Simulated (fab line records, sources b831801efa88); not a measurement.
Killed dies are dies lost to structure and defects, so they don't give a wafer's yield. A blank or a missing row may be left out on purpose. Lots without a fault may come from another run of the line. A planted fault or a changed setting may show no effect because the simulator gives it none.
Which tool did it? | flow sky130 | 11 lots, 33 wafers sampled, at 5 steps of a route of 708

WHAT THE GAUGES READ, wafer by wafer
SKY_METAL2_RS_MEAS_05: measures by four-point-probe.
lot  | measured     | on            | METAL2_ALCU_RS (ohm/sq)
L605 | day 34 00:02 | film_metro-04 | 0.1259 0.1271 0.1272
L607 | day 34 18:04 | film_metro-04 | 0.1272 0.1268 0.1278
L608 | day 35 02:16 | film_metro-04 | 0.1256 0.1270 0.1271
L616 | day 37 12:29 | film_metro-04 | 0.1228 0.1270 0.1264
L621 | day 39 08:22 | film_metro-02 | 0.1274 0.1269 0.1260
L619 | day 39 11:46 | film_metro-04 | 0.1273 0.1278 0.1278
L623 | day 40 15:58 | film_metro-04 | 0.1277 0.1285 0.1267
L624 | day 40 16:48 | film_metro-03 | 0.1276 0.1274 0.1270
L625 | day 40 19:37 | film_metro-02 | 0.1255 0.1262 0.1267
L627 | day 41 14:15 | film_metro-04 | 0.1283 0.1287 0.1279
L628 | day 41 18:44 | film_metro-02 | 0.1277 0.1266 0.1266

WHICH TOOL RAN EACH LOT (tool, then ch and the chambers of the sampled wafers, then the start)
lot  | SKY_VIA1_STRIP_16                    | SKY_VIA1_SPUTTER_20          | SKY_VIA1_CVD_21               | SKY_METAL2_SPUTTER_02
L605 | plasma_asher-03 ch 0,1, day 33 22:40 | pvd_sputter-04, day 33 23:15 | cvd_w-01 ch 0,1, day 33 23:19 | pvd_sputter-03, day 33 23:56
L607 | plasma_asher-04 ch 0,1, day 34 16:41 | pvd_sputter-04, day 34 17:17 | cvd_w-01 ch 0,1, day 34 17:20 | pvd_sputter-01, day 34 17:58
L608 | plasma_asher-03 ch 0,1, day 35 00:49 | pvd_sputter-03, day 35 01:24 | cvd_w-02 ch 0,1, day 35 01:28 | pvd_sputter-01, day 35 02:09
L616 | plasma_asher-04 ch 0,1, day 37 11:03 | pvd_sputter-04, day 37 11:41 | cvd_w-01 ch 0,1, day 37 11:45 | pvd_sputter-03, day 37 12:22
L621 | plasma_asher-04 ch 0, day 39 06:59   | pvd_sputter-01, day 39 07:34 | cvd_w-01 ch 0,1, day 39 07:38 | pvd_sputter-02, day 39 08:15
L619 | plasma_asher-02 ch 0,1, day 39 10:17 | pvd_sputter-01, day 39 10:52 | cvd_w-02 ch 1, day 39 10:58   | pvd_sputter-02, day 39 11:39
L623 | plasma_asher-04 ch 0,1, day 40 14:29 | pvd_sputter-03, day 40 15:08 | cvd_w-01 ch 0,1, day 40 15:12 | pvd_sputter-03, day 40 15:52
L624 | plasma_asher-03 ch 0,1, day 40 15:26 | pvd_sputter-01, day 40 16:01 | cvd_w-02 ch 0,1, day 40 16:05 | pvd_sputter-03, day 40 16:42
L625 | plasma_asher-04 ch 0, day 40 18:14   | pvd_sputter-03, day 40 18:50 | cvd_w-01 ch 0,1, day 40 18:53 | pvd_sputter-03, day 40 19:31
L627 | plasma_asher-02 ch 0,1, day 41 12:52 | pvd_sputter-04, day 41 13:28 | cvd_w-02 ch 0,1, day 41 13:31 | pvd_sputter-02, day 41 14:08
L628 | plasma_asher-02 ch 0,1, day 41 16:54 | pvd_sputter-01, day 41 17:44 | cvd_w-02 ch 0,1, day 41 17:49 | pvd_sputter-03, day 41 18:35
- SKY_VIA1_STRIP_16: strips in O2/N2.
- SKY_VIA1_SPUTTER_20: material TiN, target thk 20 nm, time 80 s.
- SKY_VIA1_CVD_21: deposits W, target thk 270 nm, time 80.902 s.
- SKY_METAL2_SPUTTER_02: material AlCu, target thk 250 nm, time 13.3 s.

WHAT THE TOOLS THEMSELVES READ (means of the sampled wafers that have a number; where no wafer has one, the mark that the record gives instead)
SKY_VIA1_STRIP_16.
lot  | tool            | drypump_motor_current_A (A) | o2_flow_sccm (sccm) | oes_product_au (a.u.) | strip_time_to_endpoint_s (s)
L605 | plasma_asher-03 | 5.58                        | 2999                | 0.416                 | 4.452
L607 | plasma_asher-04 | 5.87                        | 2990                | 0.415                 | 4.460
L608 | plasma_asher-03 | 5.47                        | 3001                | 0.418                 | 4.456
L616 | plasma_asher-04 | 5.84                        | 2989                | 0.420                 | 4.481
L621 | plasma_asher-04 | 5.71                        | 2994                | 0.420                 | 4.471
L619 | plasma_asher-02 | 5.52                        | 2998                | 0.414                 | 4.497
L623 | plasma_asher-04 | 5.98                        | 2989                | 0.415                 | 4.498
L624 | plasma_asher-03 | 5.60                        | 3001                | 0.416                 | 4.459
L625 | plasma_asher-04 | 5.77                        | 3009                | 0.412                 | 4.484
L627 | plasma_asher-02 | 5.37                        | 3003                | 0.420                 | 4.505
L628 | plasma_asher-02 | 5.38                        | 3002                | 0.413                 | 4.454

SKY_VIA1_SPUTTER_20.
lot  | tool           | chamber_pressure_pa (Pa) | throttle_valve_pct (%)
L605 | pvd_sputter-04 | 5.000                    | 30.7
L607 | pvd_sputter-04 | 4.999                    | 30.3
L608 | pvd_sputter-03 | 4.991                    | 30.2
L616 | pvd_sputter-04 | 4.996                    | 30.1
L621 | pvd_sputter-01 | 5.003                    | 29.4
L619 | pvd_sputter-01 | 5.001                    | 28.8
L623 | pvd_sputter-03 | 5.011                    | 30.7
L624 | pvd_sputter-01 | 4.995                    | 29.6
L625 | pvd_sputter-03 | 5.009                    | 30.2
L627 | pvd_sputter-04 | 5.003                    | 30.6
L628 | pvd_sputter-01 | 5.005                    | 28.6

SKY_VIA1_CVD_21.
lot  | tool     | heater_power_w (W)
L605 | cvd_w-01 | 891
L607 | cvd_w-01 | 920
L608 | cvd_w-02 | 756
L616 | cvd_w-01 | 914
L621 | cvd_w-01 | 904
L619 | cvd_w-02 | 765
L623 | cvd_w-01 | 908
L624 | cvd_w-02 | 761
L625 | cvd_w-01 | 852
L627 | cvd_w-02 | 764
L628 | cvd_w-02 | 763

SKY_METAL2_SPUTTER_02.
lot  | tool           | chamber_pressure_pa (Pa) | throttle_valve_pct (%)
L605 | pvd_sputter-03 | 0.4011                   | 30.5
L607 | pvd_sputter-01 | 0.3999                   | 29.4
L608 | pvd_sputter-01 | 0.4000                   | 28.5
L616 | pvd_sputter-03 | 0.3837                   | 31.1
L621 | pvd_sputter-02 | 0.3999                   | 28.4
L619 | pvd_sputter-02 | 0.4000                   | 29.0
L623 | pvd_sputter-03 | 0.4002                   | 30.6
L624 | pvd_sputter-03 | 0.3995                   | 29.8
L625 | pvd_sputter-03 | 0.4006                   | 30.3
L627 | pvd_sputter-02 | 0.3995                   | 29.8
L628 | pvd_sputter-03 | 0.4000                   | 30.5

THE ANSWER, worked out from the rows above alone
Rule: what is usual is taken from the lots themselves. Put in order of their means at a reading, lots are off if they are a third of the lots or fewer, leave a main group of 4 or more, and stand apart from it by a gap of 3 or more times the standard deviation of the main group's means; of several such gaps the widest counts. A main group whose means are all the same, to the digits that the tables above print for the reading, isn't used. A lot without any number at a reading at which 4 lots or more have one is off too. The other lots that the step has rows for count as sound. The gauges are gone through in route order, then the tools' own readings, and for those a lot's mean is taken as printed above. The first step at which some lot is off is used, and at that step the reading that is off furthest; a lot without a number counts as furthest.
Off: L616, at SKY_METAL2_SPUTTER_02 (chamber_pressure_pa). The main group: mean 0.4001 Pa, standard deviation 0.00046.
A tool fits if, at that step or a process step before it, it ran every lot that is off, and no sound lot after the first of them. None of those tried fits.

WHAT THE SIMULATOR HAD PUT IN
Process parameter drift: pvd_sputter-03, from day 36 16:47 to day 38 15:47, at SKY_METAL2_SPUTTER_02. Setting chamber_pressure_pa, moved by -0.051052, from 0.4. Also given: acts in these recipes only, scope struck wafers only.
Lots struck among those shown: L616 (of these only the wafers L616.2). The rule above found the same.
